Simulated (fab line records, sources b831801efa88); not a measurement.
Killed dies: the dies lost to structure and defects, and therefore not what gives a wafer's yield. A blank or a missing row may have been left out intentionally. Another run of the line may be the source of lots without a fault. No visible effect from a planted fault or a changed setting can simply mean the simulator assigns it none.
Matching of chambers / flow sky130 / SKY_PASSIVATION_CVD_02 on pecvd-01 has 3 sister chambers
The step deposits Si3N4, target thk 540 nm. 6 wafers are shown with their chamber, then 8 later ones without.

## WAFERS, EACH WITH ITS CHAMBER
wafer=L077.2; chamber=2; heaterPowerW (W)=725
wafer=L077.4; chamber=2; heaterPowerW (W)=757
wafer=L077.5; chamber=1; heaterPowerW (W)=659
wafer=L080.4; chamber=0; heaterPowerW (W)=664
wafer=L080.5; chamber=1; heaterPowerW (W)=735
wafer=L082.2; chamber=0; heaterPowerW (W)=626

## WAFERS WHOSE CHAMBER IS MISSING
wafer=L082.4; heaterPowerW (W)=814
wafer=L082.6; heaterPowerW (W)=705
wafer=L089.1; heaterPowerW (W)=830
wafer=L089.2; heaterPowerW (W)=669
wafer=L089.3; heaterPowerW (W)=666
wafer=L095.1; heaterPowerW (W)=790
wafer=L095.4; heaterPowerW (W)=681
wafer=L095.5; heaterPowerW (W)=722

## CHAMBER TAKEN BY EACH
wafer=L082.4; from the rows above=can't be placed: 2 or 1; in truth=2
wafer=L082.6; from the rows above=can't be placed: 1 or 2 or 0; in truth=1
wafer=L089.1; from the rows above=can't be placed: 2 or 1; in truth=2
wafer=L089.2; from the rows above=can't be placed: 0 or 1 or 2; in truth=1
wafer=L089.3; from the rows above=can't be placed: 0 or 1 or 2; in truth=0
wafer=L095.1; from the rows above=can't be placed: 2 or 1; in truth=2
wafer=L095.4; from the rows above=can't be placed: 1 or 0 or 2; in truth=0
wafer=L095.5; from the rows above=can't be placed: 2 or 1 or 0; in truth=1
Correct placement for 0 of the 8. These rows do not allow placing 8 (true chamber among the candidates in 8). Wrongly placed: 0.
How it was worked out, from the rows above alone: a wafer's distance from a chamber is the root of the sum, over the readings, of the square of ((its reading less the chamber's mean) divided by the reading's scatter). If the next closest chamber is less than 2 further off than the closest, the wafer can't be placed; otherwise it belongs to the closest. For every chamber, the mean is computed from those of its wafers that are shown. The scatter: the root of (the sum of the squares of (reading less its chamber's mean) over the shown wafers, divided by (wafers less chambers)).
